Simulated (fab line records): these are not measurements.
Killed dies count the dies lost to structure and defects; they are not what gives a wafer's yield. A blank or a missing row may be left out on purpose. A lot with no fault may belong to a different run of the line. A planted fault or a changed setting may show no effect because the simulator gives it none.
Which tool did it?	flow gf180mcu	30 wafers from 10 lots sampled at 5 of the route's 602 steps

WHAT EACH GAUGE READ, for each wafer
GF_V2_RS_MEAS_24: the measuring method here is four-point-probe.
lot	measured	on	V2_W_RS (ohm/sq)
L577	day 20 08:08	film_metro-02	0.325 0.329 0.325
L579	day 21 03:20	film_metro-02	0.362 0.362 0.360 0.361 0.362 0.360
L581	day 21 19:55	film_metro-02	0.367 0.372 0.368 0.368 0.372 0.367
L591	day 25 14:05	film_metro-03	0.329 0.332 0.329
L594	day 26 07:33	film_metro-03	0.331 0.327 0.332
L595	day 26 17:42	film_metro-02	0.327 0.328 0.328
L596	day 26 22:56	film_metro-04	0.323 0.328 0.326
L597	day 27 06:16	film_metro-02	0.326 0.324 0.328
L598	day 27 11:38	film_metro-04	0.327 0.329 0.328
L599	day 27 18:05	film_metro-03	0.326 0.325 0.324

GF_V2_THK_MEAS_25: measures by xrf.
lot	measured	on	V2_W_THK (nm)
L577	day 20 08:15	film_metro-02	364 361 362
L579	day 21 04:51	film_metro-02	327 327 328 328 327 329
L581	day 21 23:30	film_metro-02	320 316 321 320 318 321
L591	day 25 14:12	film_metro-03	351 349 352
L594	day 26 07:40	film_metro-03	356 361 355
L595	day 26 17:49	film_metro-02	358 359 359
L596	day 26 23:02	film_metro-04	363 357 365
L597	day 27 06:23	film_metro-02	359 361 356
L598	day 27 11:44	film_metro-04	357 359 357
L599	day 27 18:12	film_metro-03	361 362 363

WHAT TOOL EACH LOT RAN ON (gives the tool, then ch and the chambers of the sampled wafers, and finally the start)
lot	GF_M2_SPUTTER_03	GF_V2_CMP_04	GF_V2_CVD_23
L577	pvd_sputter-04, day 18 04:46	cmp-02 ch 0,1,3, day 19 05:40	cvd_w-01 ch 0,1, day 20 08:01
L579	pvd_sputter-01, day 18 23:44	cmp-02 ch 0,3, day 20 01:14	cvd_w-01 ch 0,1, day 21 03:13
L581	pvd_sputter-02, day 19 16:27	cmp-02 ch 0,2, day 20 18:29	cvd_w-01 ch 0,1, day 21 19:48
L591	pvd_sputter-01, day 23 14:51	cmp-01 ch 1,2,3, day 24 15:00	cvd_w-02 ch 0,1, day 25 13:58
L594	pvd_sputter-02, day 24 09:50	cmp-02 ch 0,2,3, day 25 08:59	cvd_w-01 ch 0,1, day 26 07:26
L595	pvd_sputter-02, day 24 20:50	cmp-01 ch 2,3, day 25 19:16	cvd_w-02 ch 0,1, day 26 17:34
L596	pvd_sputter-02, day 25 02:16	cmp-01 ch 0,1,3, day 26 01:03	cvd_w-01 ch 0,1, day 26 22:49
L597	pvd_sputter-02, day 25 10:07	cmp-01 ch 2,3, day 26 08:14	cvd_w-02 ch 0,1, day 27 06:10
L598	pvd_sputter-02, day 25 15:17	cmp-01 ch 0,1, day 26 13:14	cvd_w-02 ch 0,1, day 27 11:32
L599	pvd_sputter-04, day 25 22:59	cmp-01 ch 0,1, day 26 21:02	cvd_w-01 ch 0,1, day 27 17:58
- GF_M2_SPUTTER_03: material Ti, target thk 10 nm, time 6.7 s.
- GF_V2_CMP_04: polishes SiO2.
- GF_V2_CVD_23: deposits W, target thk 350 nm, time 104.94 s.

AS READ BY THE TOOLS THEMSELVES (means over the sampled wafers that have a number; for cases with no such wafer, the mark the record gives instead)
GF_M2_SPUTTER_03.
lot	tool	throttle_valve_pct (%)
L577	pvd_sputter-04	29.9
L579	pvd_sputter-01	28.8
L581	pvd_sputter-02	29.7
L591	pvd_sputter-01	29.0
L594	pvd_sputter-02	29.2
L595	pvd_sputter-02	29.9
L596	pvd_sputter-02	29.7
L597	pvd_sputter-02	29.8
L598	pvd_sputter-02	29.9
L599	pvd_sputter-04	30.1

GF_V2_CMP_04.
lot	tool	edge_zone_pressure_frac	motor_current_A (A)	time_to_endpoint_s (s)
L577	cmp-02	1.000	11.7	79
L579	cmp-02	0.998	12.1	88
L581	cmp-02	1.003	11.2	80
L591	cmp-01	1.004	10.9	84
L594	cmp-02	1.001	11.0	81
L595	cmp-01	1.001	10.1	87
L596	cmp-01	1.002	10.6	81
L597	cmp-01	0.997	10.5	82
L598	cmp-01	1.003	10.9	81
L599	cmp-01	1.003	11.1	76

GF_V2_CVD_23.
lot	tool	heater_power_outer_w (W)	heater_power_w (W)	susceptor_temp_C (C)
L577	cvd_w-01	532	873	400.04
L579	cvd_w-01	500	835	393.38
L581	cvd_w-01	487	824	393.37
L591	cvd_w-02	532	866	400.01
L594	cvd_w-01	516	866	399.96
L595	cvd_w-02	525	885	399.88
L596	cvd_w-01	524	868	400.00
L597	cvd_w-02	522	845	399.69
L598	cvd_w-02	508	845	399.97
L599	cvd_w-01	531	871	399.98

THE ANSWER, worked out from the rows above alone
Rule: what is usual is taken from the lots themselves. The widest of any qualifying gaps counts: lots, ordered by their means at a reading, are off when they make up no more than a third of the lots, leave a main group of 4 or more, and stand apart from it by 3 or more times the standard deviation of that group's means. Not used: any main group whose means are identical at the precision the tables above print for the reading. A lot without any number at a reading at which 4 lots or more have one is off too. Any other lot the step has rows for is counted as sound. The gauges are gone through in route order, then the tools' own readings, and for those a lot's mean is taken as printed above. The first step at which some lot is off is used, and at that step the reading that is off furthest; a lot without a number counts as furthest.
Off: at GF_V2_RS_MEAS_24 (V2_W_RS), L579, L581. Mean 0.327 ohm/sq and standard deviation 0.0018 in the main group.
If a tool, at a process step before that reading, ran all the lots that are off and no sound lot after the first of them, it fits. Not tried: the gauges at GF_V2_RS_MEAS_24; whatever is off there is also off at GF_V2_CVD_23, on other tools, and gauge error can't account for it. No candidate that was tried fits.

WHAT WAS PUT IN BY THE SIMULATOR
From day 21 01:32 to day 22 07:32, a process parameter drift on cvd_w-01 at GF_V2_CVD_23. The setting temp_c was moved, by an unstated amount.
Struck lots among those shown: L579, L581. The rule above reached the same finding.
